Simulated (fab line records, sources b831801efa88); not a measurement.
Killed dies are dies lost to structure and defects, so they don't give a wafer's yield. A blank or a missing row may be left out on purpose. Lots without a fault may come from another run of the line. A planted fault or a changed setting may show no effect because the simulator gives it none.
A struck lot beside a sound one | flow sfq_line | 14 steps out of a route of 325
Sound: wafers L169.2, L169.5, L169.6. Struck: wafer L176.1. (L176.4, L176.5 of the same lot were not struck and are left out.) The cause comes at the end.
At each step with rows: each side's tool, then ch and its chambers, then its first start. Under that, the readings that differ: sound wafers | struck wafers | difference of the means | sigmas: that difference in standard deviations of wafers without a fault.
alike: readings whose means differ by less than 2 such deviations, and words and numbers that are the same on both sides. not compared: withheld readings, readings that some wafer has no value for, bounds like >300 that may hide the same value, and numbers for which the record gives no deviation and whose values overlap.
The two part at a step that has a row with sigmas, a row that says differs or no value, or rows on one side only. Numbers that don't overlap but have no deviation are shown without sigmas and don't part them. A reading that every wafer of one side lacks parts them only if that side has two wafers or more.

first, 2 steps without rows for these wafers: SFQ_TRILAYER_I2_VIA_STRIP_SOLV_CLEAN_072 (cleans in NMP, time 600 s); SFQ_TRILAYER_M3_DEP_PRE_CLEAN_074 (time 22.5 s).
SFQ_TRILAYER_M3_DEP_SPUTTER_073: material Nb, target thk 200 nm, time 133.3 s.
  sound on pvd_sputter-05, day 32 02:04; struck on pvd_sputter-03, day 36 01:08
  alike: throttle_valve_pct
SFQ_M3_RS_MEAS_919: measures by four-point-probe.
  sound on film_metro-04, day 32 02:11; struck on film_metro-01, day 36 01:14
  alike: M3_NB_RS
then, 6 steps without rows for these wafers: SFQ_TRILAYER_M3_LITHO_COAT_080 (resist thk 62 nm); SFQ_TRILAYER_M3_LITHO_COAT_075 (resist thk 600 nm); SFQ_TRILAYER_M3_LITHO_SOFTBAKE_079; SFQ_TRILAYER_M3_LITHO_EXPOSE_076 (exposes mask M3, target cd 500 nm); SFQ_TRILAYER_M3_LITHO_PEB_078 (peb time 60 s); SFQ_TRILAYER_M3_LITHO_DEVELOP_077 (time 60 s).
-- the record jumps here: 6 days lie between the struck wafers' starts before and after --
SFQ_M3_OVL_MEAS_921:
  sound on overlay-01, day 38 14:22; struck on overlay-01, day 42 05:57
  alike: M3_OVL
SFQ_TRILAYER_M3_BARC_OPEN_METAL_ETCH_100: etches BARC in O2, target depth 125 nm, time 41.7 s.
  sound on rie_metal-04 ch 0,1, day 38 14:24; struck on rie_metal-03 ch 1, day 42 05:59
  reading                                             | sound           | struck | difference | sigmas
  model.KrF_of_TRILAYER_M3_LITHO_COAT_075.thk_nm (nm) | 522 522.3 519.4 | 544.8  | +23.6      |
  alike: drypump_motor_current_A, oes_product_au
  not compared: rf_hours_counter_h
SFQ_TRILAYER_M3_ETCH_METAL_ETCH_078: etches Nb in Cl2/Ar, stops on SiO2, target depth 240 nm, time 120 s.
  sound on rie_metal-04 ch 0,1, day 38 14:28; struck on rie_metal-03 ch 1, day 42 06:02
  reading                                             | sound             | struck | difference | sigmas
  model.KrF_of_TRILAYER_M3_LITHO_COAT_075.thk_nm (nm) | 380.3 381.9 376.7 | 402.5  | +22.9      |
  alike: drypump_motor_current_A, oes_product_au
  not compared: rf_hours_counter_h
SFQ_TRILAYER_M3_STRIP_STRIP_079: strips in O2.
  sound on rie_metal-04 ch 0,1, day 38 14:35; struck on rie_metal-03 ch 1, day 42 06:10
  alike: drypump_motor_current_A, oes_product_au
  not compared: rf_hours_counter_h

WHERE THEY PART
Nowhere in this record.

WHY: what the simulator had put in
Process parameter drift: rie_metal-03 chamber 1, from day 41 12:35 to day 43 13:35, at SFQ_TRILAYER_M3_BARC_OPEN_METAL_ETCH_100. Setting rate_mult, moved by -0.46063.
